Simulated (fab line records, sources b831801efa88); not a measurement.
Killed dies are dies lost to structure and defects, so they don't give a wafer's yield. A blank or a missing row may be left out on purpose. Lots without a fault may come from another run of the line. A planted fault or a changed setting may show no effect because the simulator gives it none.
Which tool did it? | flow sky130 | 12 lots, 36 wafers sampled, at 2 steps of a route of 708

WHAT THE GAUGES READ, wafer by wafer
SKY_CONTACT_BOW_MEAS_05.
lot  | measured     | on            | CONTACT_BOW (um)
L481 | day 31 15:19 | film_metro-02 | 80 68 79
L482 | day 32 02:38 | film_metro-01 | 77 85 85
L483 | day 32 16:57 | film_metro-02 | 89 78 97
L484 | day 32 17:16 | film_metro-01 | 80 87 78
L485 | day 32 18:08 | film_metro-02 | 62 80 84
L486 | day 34 03:07 | film_metro-04 | 81 98 78
L488 | day 34 04:19 | film_metro-04 | 91 85 87
L494 | day 35 22:11 | film_metro-01 | 90 81 75
L498 | day 37 01:07 | film_metro-02 | 83 81 76
L499 | day 37 12:47 | film_metro-02 | 77 80 78
L500 | day 37 18:27 | film_metro-04 | 79 81 85
L501 | day 37 19:12 | film_metro-02 | 86 82 76

SKY_CONTACT_CD_MEAS_14: target cd 170 nm.
lot  | measured     | on        | cd_nm (nm)
L481 | day 32 17:53 | cd_sem-01 | 170.4 170.5 171.5
L482 | day 33 05:32 | cd_sem-02 | 170.3 170.4 170.6
L483 | day 33 19:50 | cd_sem-01 | 170.8 170.4 170.6
L484 | day 33 20:12 | cd_sem-02 | 169.5 170.5 169.6
L485 | day 33 20:51 | cd_sem-01 | 169.0 169.2 168.1
L486 | day 35 05:38 | cd_sem-01 | 170.2 170.2 171.2
L488 | day 35 07:29 | cd_sem-02 | 169.3 169.7 170.5
L494 | day 37 00:22 | cd_sem-01 | 170.5 172.4 172.2
L498 | day 38 02:34 | cd_sem-01 | 171.0 171.0 171.0
L499 | day 38 14:28 | cd_sem-01 | 168.7 171.0 171.9
L500 | day 38 19:31 | cd_sem-02 | 171.0 170.7 170.9
L501 | day 38 21:20 | cd_sem-01 | 171.2 170.2 170.4

WHICH TOOL RAN EACH LOT (tool, then ch and the chambers of the sampled wafers, then the start)
The record holds no process step before these readings.

WHAT THE TOOLS THEMSELVES READ (means of the sampled wafers that have a number; where no wafer has one, the mark that the record gives instead)
The record holds no such reading with a usual standard deviation.

THE ANSWER, worked out from the rows above alone
Rule: what is usual is taken from the lots themselves. Put in order of their means at a reading, lots are off if they are a third of the lots or fewer, leave a main group of 4 or more, and stand apart from it by a gap of 3 or more times the standard deviation of the main group's means; of several such gaps the widest counts. A main group whose means are all the same, to the digits that the tables above print for the reading, isn't used. A lot without any number at a reading at which 4 lots or more have one is off too. The other lots that the step has rows for count as sound. The gauges are gone through in route order, then the tools' own readings, and for those a lot's mean is taken as printed above. The first step at which some lot is off is used, and at that step the reading that is off furthest; a lot without a number counts as furthest.
No lot is off at any reading shown: from this, nothing can be told.

WHAT THE SIMULATOR HAD PUT IN
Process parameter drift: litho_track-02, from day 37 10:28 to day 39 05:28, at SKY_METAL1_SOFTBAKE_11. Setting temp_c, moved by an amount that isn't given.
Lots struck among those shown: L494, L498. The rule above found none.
